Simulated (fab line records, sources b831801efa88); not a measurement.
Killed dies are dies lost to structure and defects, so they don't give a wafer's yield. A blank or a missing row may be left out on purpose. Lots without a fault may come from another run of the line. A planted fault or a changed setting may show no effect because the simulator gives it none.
A struck lot beside a sound one | flow sky130 | 43 steps out of a route of 708
Sound: wafers L695.2, L695.3, L695.4. Struck: wafers L706.3, L706.5, L706.6. The cause comes at the end.
At each step with rows: each side's tool, then ch and its chambers, then its first start. Under that, the readings that differ: sound wafers | struck wafers | difference of the means | sigmas: that difference in standard deviations of wafers without a fault.
alike: readings whose means differ by less than 2 such deviations, and words and numbers that are the same on both sides. not compared: withheld readings, readings that some wafer has no value for, bounds like >300 that may hide the same value, and numbers for which the record gives no deviation and whose values overlap.
The two part at a step that has a row with sigmas, a row that says differs or no value, or rows on one side only. Numbers that don't overlap but have no deviation are shown without sigmas and don't part them. A reading that every wafer of one side lacks parts them only if that side has two wafers or more.

SKY_LDD_P_OVL_MEAS_08:
  sound on overlay-01, day 19 17:44; struck on overlay-01, day 24 07:20
  reading        | sound          | struck      | difference | sigmas
  LDD_P_OVL (nm) | -0.5 -1.7 -1.4 | 2.0 3.0 3.5 | +4.0       | +3
then, 1 step without rows for these wafers: SKY_LDD_P_IMPLANT_09.
SKY_LDD_P_STRIP_10: strips in O2/N2.
  sound on plasma_asher-03 ch 0,1, day 19 17:55; struck on plasma_asher-01 ch 0,1, day 24 07:32
  alike: drypump_motor_current_A, o2_flow_sccm, oes_product_au, strip_time_to_endpoint_s
  not compared: rf_hours_counter_h
SKY_LDD_P_TW_MEAS_11:
  sound on film_metro-01, day 19 18:01; struck on film_metro-02, day 24 07:38
  alike: LDD_P_TW
then, 7 steps without rows for these wafers: SKY_LDD_HVN_DEHYDRATE_00 (time 60 s); SKY_LDD_HVN_HMDS_01 (prime time 60 s); SKY_LDD_HVN_COAT_02 (resist thk 300 nm); SKY_LDD_HVN_SOFTBAKE_03 (time 60 s); SKY_LDD_HVN_EXPOSE_04 (exposes mask HVNTM, target cd 700 nm); SKY_LDD_HVN_PEB_05; SKY_LDD_HVN_DEVELOP_06 (develop time 60 s).
SKY_LDD_HVN_OVL_MEAS_07:
  sound on overlay-01, day 21 01:16; struck on overlay-02, day 25 13:22
  alike: LDD_HVN_OVL
SKY_LDD_HVN_IMPLANT_08:
  sound on implanter-03 ch 0, day 21 01:19; struck on implanter-03 ch 0, day 25 13:26
  alike: tilt_deg
SKY_LDD_HVN_STRIP_09: strips in O2/N2.
  sound on plasma_asher-02 ch 0,1, day 21 01:26; struck on plasma_asher-03 ch 0,1, day 25 13:34
  alike: drypump_motor_current_A, o2_flow_sccm, oes_product_au, strip_time_to_endpoint_s
  not compared: rf_hours_counter_h
SKY_LDD_HVN_TW_MEAS_10:
  sound on film_metro-01, day 21 01:33; struck on film_metro-04, day 25 13:40
  alike: LDD_HVN_TW
then, 7 steps without rows for these wafers: SKY_LDD_HVP_DEHYDRATE_00 (time 60 s); SKY_LDD_HVP_HMDS_01 (prime time 60 s); SKY_LDD_HVP_COAT_02 (resist thk 300 nm); SKY_LDD_HVP_SOFTBAKE_03 (time 60 s); SKY_LDD_HVP_EXPOSE_04 (exposes mask HVPTM, target cd 700 nm); SKY_LDD_HVP_PEB_05; SKY_LDD_HVP_DEVELOP_06 (develop time 60 s).
SKY_LDD_HVP_OVL_MEAS_07:
  sound on overlay-01, day 22 08:10; struck on overlay-01, day 26 18:40
  alike: LDD_HVP_OVL
then, 1 step without rows for these wafers: SKY_LDD_HVP_IMPLANT_08.
SKY_LDD_HVP_STRIP_09: strips in O2/N2.
  sound on plasma_asher-04 ch 0,1, day 22 08:20; struck on plasma_asher-01 ch 0,1, day 26 18:59
  alike: drypump_motor_current_A, o2_flow_sccm, oes_product_au, strip_time_to_endpoint_s
  not compared: rf_hours_counter_h
SKY_LDD_HVP_TW_MEAS_10:
  sound on film_metro-03, day 22 08:27; struck on film_metro-03, day 26 19:04
  reading    | sound             | struck            | difference | sigmas
  LDD_HVP_TW | 456.1 457.7 458.8 | 452.2 450.0 452.7 | -5.9       | -3
then, 7 steps without rows for these wafers: SKY_LDD_LDN_DEHYDRATE_00 (time 60 s); SKY_LDD_LDN_HMDS_01 (prime time 60 s); SKY_LDD_LDN_COAT_02 (resist thk 1140 nm); SKY_LDD_LDN_SOFTBAKE_03 (time 60 s); SKY_LDD_LDN_EXPOSE_04 (exposes mask LDNTM, target cd 700 nm); SKY_LDD_LDN_PEB_05; SKY_LDD_LDN_DEVELOP_06 (develop time 60 s).
SKY_LDD_LDN_OVL_MEAS_07:
  sound on overlay-02, day 23 14:07; struck on overlay-02, day 27 23:37
  reading          | sound       | struck        | difference | sigmas
  LDD_LDN_OVL (nm) | 1.9 2.2 3.8 | 0.1 -0.3 -0.5 | -2.9       | -2
then, 4 steps without rows for these wafers: SKY_LDD_LDN_IMPLANT_08; SKY_LDD_LDN_IMPLANT_09; SKY_LDD_LDN_IMPLANT_10; SKY_LDD_LDN_IMPLANT_11.
SKY_LDD_LDN_STRIP_12: strips in O2/N2.
  sound on plasma_asher-03 ch 0,1, day 23 14:44; struck on plasma_asher-01 ch 0,1, day 28 00:17
  reading                      | sound             | struck            | difference | sigmas
  strip_time_to_endpoint_s (s) | 14.22 14.20 14.22 | 14.14 14.11 14.09 | -0.10      | -3
  alike: drypump_motor_current_A, o2_flow_sccm, oes_product_au
  not compared: rf_hours_counter_h
SKY_LDD_LDN_TW_MEAS_13:
  sound on film_metro-02, day 23 14:51; struck on film_metro-02, day 28 00:22
  alike: LDD_LDN_TW
then, 2 steps without rows for these wafers: SKY_LDD_LDN_CLEAN_14 (cleans in SC1/SC2, time 150 s); SKY_SPACER_CVD_00 (deposits Si3N4 from DCS/NH3, target thk 43.1 nm, time 740 s).
-- the record jumps here: 21 days lie between the struck wafers' starts before and after (it left off in module SPACER and takes up again in module PAD_OPEN, whose first step shown is number 708 of the route) --
SKY_PAD_OPEN_PROBE_99:
  sound on prober-01, day 46 04:11; struck on prober-01, day 49 06:33
  reading                              | sound             | struck            | difference | sigmas
  model.etest.tip_n_5v.rs_ohm_sq_range | 31.33 45.93 16.09 | 124.7 109.1 114.8 | +85.1      |
  alike: killed_at_M0_to_M3, killed_at_M4_up, killed_at_contacts, killed_at_front_end, killed_at_other, killed_dies, killed_open, killed_short

WHERE THEY PART
First at SKY_LDD_P_OVL_MEAS_08; last, within this record, at SKY_LDD_LDN_STRIP_12. Later steps at which nothing parts them and some readings are alike: SKY_LDD_LDN_TW_MEAS_13, SKY_PAD_OPEN_PROBE_99.

WHY: what the simulator had put in
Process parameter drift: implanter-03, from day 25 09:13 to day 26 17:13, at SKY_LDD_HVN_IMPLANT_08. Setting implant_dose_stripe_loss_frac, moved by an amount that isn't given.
